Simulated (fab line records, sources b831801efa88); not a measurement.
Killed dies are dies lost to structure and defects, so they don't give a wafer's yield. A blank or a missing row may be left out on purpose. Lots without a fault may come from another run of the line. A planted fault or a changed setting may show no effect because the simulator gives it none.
A struck lot beside a sound one | flow sky130 | 35 steps out of a route of 708
Sound: wafers L294.2, L294.4, L294.6. Struck: wafers L308.3, L308.4. (L308.1 of the same lot was not struck and is left out.) The cause comes at the end.
At each step with rows: each side's tool, then ch and its chambers, then its first start. Under that, the readings that differ: sound wafers | struck wafers | difference of the means | sigmas: that difference in standard deviations of wafers without a fault.
alike: readings whose means differ by less than 2 such deviations, and words and numbers that are the same on both sides. not compared: withheld readings, readings that some wafer has no value for, bounds like >300 that may hide the same value, and numbers for which the record gives no deviation and whose values overlap.
The two part at a step that has a row with sigmas, a row that says differs or no value, or rows on one side only. Numbers that don't overlap but have no deviation are shown without sigmas and don't part them. A reading that every wafer of one side lacks parts them only if that side has two wafers or more.

first, 4 steps without rows for these wafers: SKY_METAL5_SOFTBAKE_10 (time 60 s); SKY_METAL5_EXPOSE_11 (exposes mask MM5, target cd 1600 nm); SKY_METAL5_PEB_12; SKY_METAL5_DEVELOP_13 (develop time 60 s).
SKY_METAL5_DESCUM_14: chemistry O2, time 11 s.
  sound on rie_metal-01 ch 1, day 45 17:32; struck on rie_metal-02 ch 0,1, day 49 08:26
  alike: drypump_motor_current_A, oes_product_au, temp_c
  not compared: rf_hours_counter_h
SKY_METAL5_METAL_ETCH_15: etches the open film in Cl2/BCl3, stops on SiO2, target depth 1260 nm, time 252 s.
  sound on rie_metal-01 ch 1, day 45 17:34; struck on rie_metal-02 ch 0,1, day 49 08:28
  alike: drypump_motor_current_A, oes_product_au, throttle_valve_pct
  not compared: rf_hours_counter_h
then, 4 steps without rows for these wafers: SKY_METAL5_STRIP_16 (strips in O2/N2); SKY_METAL5_STRIP_17 (strips in post etch residue remover, time 1200 s); SKY_METAL5_CLEAN_18 (cleans in IPA, time 180 s); SKY_METAL5_CLEAN_19 (cleans in O3/DIW).
SKY_PASSIVATION_CVD_00: deposits SiO2, target thk 90 nm.
  sound on pecvd-01 ch 0,1, day 45 18:24; struck on pecvd-01 ch 1, day 49 09:18
  alike: heater_power_w
SKY_PASSIVATION_THK_MEAS_01:
  sound on film_metro-03, day 45 18:26; struck on film_metro-01, day 49 09:19
  alike: PASSIVATION_CVD_00_THK
SKY_PASSIVATION_CVD_02: deposits Si3N4, target thk 540 nm.
  sound on pecvd-02 ch 0,1,2, day 45 18:29; struck on pecvd-04 ch 2, day 49 09:23
  reading                                       | sound             | struck      | difference | sigmas
  model.Si3N4_of_PASSIVATION_CVD_02.thk_nm (nm) | 537.6 543.3 550.4 | 623.8 634.2 | +85.2      |
  alike: heater_power_w
SKY_PASSIVATION_THK_MEAS_03:
  sound on film_metro-01, day 45 18:43; struck on film_metro-01, day 49 09:37
  reading                     | sound       | struck  | difference | sigmas
  PASSIVATION_CVD_02_THK (nm) | 538 543 550 | 624 634 | +85        | +11
then, 7 steps without rows for these wafers: SKY_PASSIVATION_DEHYDRATE_04 (time 60 s); SKY_PASSIVATION_HMDS_05 (prime time 60 s); SKY_PASSIVATION_COAT_06 (resist thk 3000 nm); SKY_PASSIVATION_SOFTBAKE_07; SKY_PASSIVATION_EXPOSE_08 (exposes mask NSM, target cd 3000 nm); SKY_PASSIVATION_PEB_09; SKY_PASSIVATION_DEVELOP_10 (develop time 60 s).
SKY_PASSIVATION_ETCH_11: etches the open film in CF4/O2, stops on AlCu, target depth 725 nm, time 161.1 s.
  sound on rie_diel-02 ch 1,2, day 46 15:17; struck on rie_diel-02 ch 2,3, day 50 01:50
  alike: drypump_motor_current_A, oes_product_au, throttle_valve_pct
  not compared: rf_hours_counter_h, model.etch.depth_nm, model.PASSIVATION.feature_depth_nm
SKY_PASSIVATION_STRIP_12: strips in O2/N2.
  sound on plasma_asher-04 ch 0,1, day 46 15:24; struck on plasma_asher-02 ch 0,1, day 50 01:57
  alike: drypump_motor_current_A, oes_product_au, strip_time_to_endpoint_s
  not compared: rf_hours_counter_h
then, 7 steps without rows for these wafers: SKY_PAD_OPEN_DEHYDRATE_00 (time 60 s); SKY_PAD_OPEN_HMDS_01 (prime time 60 s); SKY_PAD_OPEN_COAT_02 (resist thk 3000 nm); SKY_PAD_OPEN_SOFTBAKE_03; SKY_PAD_OPEN_EXPOSE_04 (exposes mask PDM, target cd 60000 nm); SKY_PAD_OPEN_PEB_05; SKY_PAD_OPEN_DEVELOP_06 (develop time 60 s).
SKY_PAD_OPEN_ETCH_07: etches the open film in CF4/O2, stops on AlCu, target depth 725 nm, time 161.1 s.
  sound on rie_diel-01 ch 0,1,2, day 47 11:35; struck on rie_diel-03 ch 2,3, day 50 17:38
  reading               | sound             | struck      | difference | sigmas
  oes_product_au (a.u.) | 0.976 0.979 0.974 | 0.990 0.996 | +0.017     | +2
  alike: drypump_motor_current_A, throttle_valve_pct
  not compared: rf_hours_counter_h, model.etch.depth_nm, model.PAD_OPEN.feature_depth_nm
SKY_PAD_OPEN_STRIP_08: strips in O2/N2.
  sound on plasma_asher-03 ch 0,1, day 47 11:41; struck on plasma_asher-01 ch 0,1, day 50 17:44
  alike: drypump_motor_current_A, oes_product_au, strip_time_to_endpoint_s
  not compared: rf_hours_counter_h
SKY_PAD_OPEN_STRIP_09: strips in post etch residue remover, time 1200 s.
  sound on wet_bench-01 ch 2, day 47 11:47; struck on wet_bench-01 ch 0, day 50 17:50
  reading                                       | sound           | struck      | difference | sigmas
  model.Si3N4_of_PASSIVATION_CVD_02.thk_nm (nm) | 537.2 542.9 550 | 623.4 633.8 | +85.2      |
  alike: temp_c
then, 1 step without rows for these wafers: SKY_PAD_OPEN_CLEAN_10 (cleans in IPA, time 180 s).
SKY_PAD_OPEN_PROBE_99:
  the record has rows for the sound wafers here (prober-02, day 47 14:00) and none for the struck ones

WHERE THEY PART
First at SKY_PASSIVATION_THK_MEAS_03; last, within this record, at SKY_PAD_OPEN_PROBE_99.

WHY: what the simulator had put in
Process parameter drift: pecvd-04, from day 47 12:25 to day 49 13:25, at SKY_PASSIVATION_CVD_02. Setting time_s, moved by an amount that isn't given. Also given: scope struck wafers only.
